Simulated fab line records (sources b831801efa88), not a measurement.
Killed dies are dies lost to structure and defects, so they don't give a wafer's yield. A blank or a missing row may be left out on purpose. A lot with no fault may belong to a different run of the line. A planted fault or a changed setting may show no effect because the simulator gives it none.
Shared-tool check / flow sky130 / Sampled: 14 lots, 42 wafers

== WHY THIS WAS OPENED ==
SKY_LDD_LDN_TW_MEAS_13, reading LDD_LDN_TW: flagged on 2 of 14 lots. No-fault wafers: 1465, standard deviation 7.5.
Rule: a lot is flagged when every wafer of it that has a number lies more than 4 standard deviations from that mean, or none has a number. The rest of the lots are taken to be sound.

lot=L239; measured=day 23 00:24; on=filmMetro-02; LDD_LDN_TW, wafer by wafer=1465 1460 1472; flag=
lot=L240; measured=day 23 19:20; on=filmMetro-01; LDD_LDN_TW, wafer by wafer=1456 1461 1462; flag=
lot=L241; measured=day 24 11:53; on=filmMetro-03; LDD_LDN_TW, wafer by wafer=1468 1467 1478; flag=
lot=L243; measured=day 24 19:56; on=filmMetro-03; LDD_LDN_TW, wafer by wafer=1459 1468 1470; flag=
lot=L246; measured=day 25 11:30; on=filmMetro-02; LDD_LDN_TW, wafer by wafer=1465 1465 1467; flag=
lot=L245; measured=day 25 12:05; on=filmMetro-02; LDD_LDN_TW, wafer by wafer=1463 1473 1469; flag=
lot=L247; measured=day 26 00:34; on=filmMetro-03; LDD_LDN_TW, wafer by wafer=1454 1463 1462; flag=
lot=L250; measured=day 28 09:15; on=filmMetro-02; LDD_LDN_TW, wafer by wafer=1468 1466 1460; flag=
lot=L252; measured=day 28 09:50; on=filmMetro-01; LDD_LDN_TW, wafer by wafer=1533 1521 1525; flag=FLAGGED
lot=L253; measured=day 28 10:50; on=filmMetro-01; LDD_LDN_TW, wafer by wafer=1471 1462 1467; flag=
lot=L255; measured=day 28 16:47; on=filmMetro-01; LDD_LDN_TW, wafer by wafer=1523 1523 1527; flag=FLAGGED
lot=L260; measured=day 30 06:02; on=filmMetro-03; LDD_LDN_TW, wafer by wafer=1481 1477 1480; flag=
lot=L259; measured=day 30 07:26; on=filmMetro-03; LDD_LDN_TW, wafer by wafer=1481 1484 1473; flag=
lot=L262; measured=day 31 00:16; on=filmMetro-03; LDD_LDN_TW, wafer by wafer=1461 1468 1459; flag=
On average the flagged lots' numbers are 1525, which is +60 against the usual, or +8 standard deviations.

== WHICH TOOL EACH LOT WENT THROUGH ==
The record keeps 1 process step preceding the reading, out of 708 steps on the route. Cell contents, in order: the tool; ch with the chambers the sampled wafers went through; the start.
lot=L239; flag=; SKY_LDD_LDN_IMPLANT_08=implanter-03 ch 0, day 22 23:44
lot=L240; flag=; SKY_LDD_LDN_IMPLANT_08=implanter-04 ch 0, day 23 18:38
lot=L241; flag=; SKY_LDD_LDN_IMPLANT_08=implanter-04 ch 0, day 24 11:11
lot=L243; flag=; SKY_LDD_LDN_IMPLANT_08=implanter-04 ch 0, day 24 19:16
lot=L246; flag=; SKY_LDD_LDN_IMPLANT_08=implanter-03 ch 0, day 25 10:50
lot=L245; flag=; SKY_LDD_LDN_IMPLANT_08=implanter-03 ch 0, day 25 11:25
lot=L247; flag=; SKY_LDD_LDN_IMPLANT_08=implanter-03 ch 0, day 25 23:55
lot=L250; flag=; SKY_LDD_LDN_IMPLANT_08=implanter-03 ch 0, day 28 08:35
lot=L252; flag=FLAGGED; SKY_LDD_LDN_IMPLANT_08=implanter-04 ch 0, day 28 09:08
lot=L253; flag=; SKY_LDD_LDN_IMPLANT_08=implanter-01 ch 0, day 28 10:08
lot=L255; flag=FLAGGED; SKY_LDD_LDN_IMPLANT_08=implanter-04 ch 0, day 28 16:05
lot=L260; flag=; SKY_LDD_LDN_IMPLANT_08=implanter-03 ch 0, day 30 05:20
lot=L259; flag=; SKY_LDD_LDN_IMPLANT_08=implanter-03 ch 0, day 30 06:44
lot=L262; flag=; SKY_LDD_LDN_IMPLANT_08=implanter-01 ch 0, day 30 23:36
These steps, and what they do:
- SKY_LDD_LDN_IMPLANT_08
- SKY_LDD_LDN_TW_MEAS_13

== FLAGGED OVER TOTAL, TOOL BY TOOL (the gauges that took the reading come last) ==
step=SKY_LDD_LDN_IMPLANT_08; tool=implanter-01; lots run=2; flagged=0; share of the flagged lots=none; sound lots run after its first flagged lot=-
step=SKY_LDD_LDN_IMPLANT_08; tool=implanter-03; lots run=7; flagged=0; share of the flagged lots=none; sound lots run after its first flagged lot=-
step=SKY_LDD_LDN_IMPLANT_08; tool=implanter-04; lots run=5; flagged=2; share of the flagged lots=all; sound lots run after its first flagged lot=0
step=SKY_LDD_LDN_TW_MEAS_13; tool=filmMetro-01; lots run=4; flagged=2; share of the flagged lots=all; sound lots run after its first flagged lot=1 (L253)
step=SKY_LDD_LDN_TW_MEAS_13; tool=filmMetro-02; lots run=4; flagged=0; share of the flagged lots=none; sound lots run after its first flagged lot=-
step=SKY_LDD_LDN_TW_MEAS_13; tool=filmMetro-03; lots run=6; flagged=0; share of the flagged lots=none; sound lots run after its first flagged lot=-

== WHAT IS ALLOWED BY THE TABLE ==
2 rows of the table ran every flagged lot: implanter-04 at SKY_LDD_LDN_IMPLANT_08, filmMetro-01 at SKY_LDD_LDN_TW_MEAS_13.
- implanter-04 at SKY_LDD_LDN_IMPLANT_08 ran 5 lots, 2 of them flagged. Its last sound lot is L243 (day 24 19:16), its first flagged lot L252 (day 28 09:08): a fault that began between those two fits. Its own readings (doseIonsCm2, faradayCurrentUA) fall more than 4 standard deviations out on all wafers of the flagged lots.
- filmMetro-01 at SKY_LDD_LDN_TW_MEAS_13 ran 4 lots, 2 of them flagged. Sound lots followed the first flagged one (L253) on it, something a lasting fault affecting the whole tool could not allow.
implanter-04 at SKY_LDD_LDN_IMPLANT_08 is the single tool remaining.

== WHAT THE SIMULATOR HAD PUT IN ==
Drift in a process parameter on implanter-04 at SKY_LDD_LDN_IMPLANT_08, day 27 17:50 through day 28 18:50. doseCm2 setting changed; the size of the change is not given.
Lots struck among those shown: L252, L255. The rule above found the same.
